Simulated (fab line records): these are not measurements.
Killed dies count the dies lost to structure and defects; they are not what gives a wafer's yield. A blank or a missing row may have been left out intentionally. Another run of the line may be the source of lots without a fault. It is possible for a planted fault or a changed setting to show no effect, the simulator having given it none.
The same fault as seen by 2 desks -- flow gf180mcu -- numbers are kept per desk, each desk with only its own; the story behind them comes last

== THE TOOL OWNER'S DESK: implanter-01 ==
The tool's own readings at GF_HV_LDD_IMPLANT_21: means of the sampled wafers that have a number, for each lot that ran on this tool. If a lot's mean is further than 4 standard deviations from the usual mean, the lot is out of limits and carries the mark OUT (the distance appears in the brackets).
Columns: A = doseIonsCm2 at GF_HV_LDD_IMPLANT_21, usual 5e+13; B = faradayCurrentUA at GF_HV_LDD_IMPLANT_21, usual 281
lot,first seen here,A,B
L200,day 10 19:30,5e+13,284
L202,day 11 06:37,5e+13,279
L217,day 16 01:17,4e+13 (-99 or more) OUT,232 (-8.6) OUT
L220,day 17 03:33,4e+13 (-99 or more) OUT,230 (-8.9) OUT
This desk's finding: out of limits on L217, L220; first on L217, day 16 01:17 (doseIonsCm2 at GF_HV_LDD_IMPLANT_21). In limits: L200, L202.

== FROM THE METROLOGY DESK ==
Lot by lot, what the gauges showed, no matter which tool ran the lot: averages of those sampled wafers that carry a number. If a lot's mean is further than 4 standard deviations from the usual mean, the lot is out of limits and carries the mark OUT (the distance appears in the brackets).
Columns: A = HV_LDD_2_TW at GF_HV_LDD_TW_MEAS_23, usual 1056; B = V1_CVD_00_THK at GF_V1_THK_MEAS_01, usual 604 nm
lot,first seen here,A,B
L200,day 10 19:45,1074,606
L201,day 11 00:55,1054,597
L202,day 11 06:52,1069,607
L205,day 12 06:34,1050,614
L206,day 12 18:52,1046,607
L207,day 13 01:26,1047,604
L208,day 13 06:31,1047,601
L213,day 14 23:02,1077,606
L216,day 15 19:13,1051,608
L217,day 16 01:32,993 (-6.3) OUT,594
L220,day 17 03:47,991 (-6.5) OUT,612
L221,day 17 08:13,1071,607
L222,day 17 20:52,1049,609
This desk's finding: out of limits on L217, L220; first on L217, day 16 01:32 (HV_LDD_2_TW at GF_HV_LDD_TW_MEAS_23). In limits: L200, L201, L202, L205, L206, L207, L208, L213, L216, L221, L222.

== TAKEN TOGETHER ==
An alarm could have come from the tool owner's desk at day 16 01:17, on L217, L220.
At day 16 01:32 the metrology desk could have sounded an alarm, on L217, L220.
GF_HV_LDD_IMPLANT_21 was run on implanter-01 by each of the lots named.

== WHAT THE SIMULATOR HAD PUT IN ==
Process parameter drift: implanter-01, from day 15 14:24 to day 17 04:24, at GF_HV_LDD_IMPLANT_21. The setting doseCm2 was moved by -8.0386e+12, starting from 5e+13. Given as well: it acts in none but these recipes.
Lots struck among those shown: L217, L220.
Delay (hours) between the fault's onset and each desk's first out-of-limits reading: 11 at the tool owner's desk, 11 at the metrology desk.
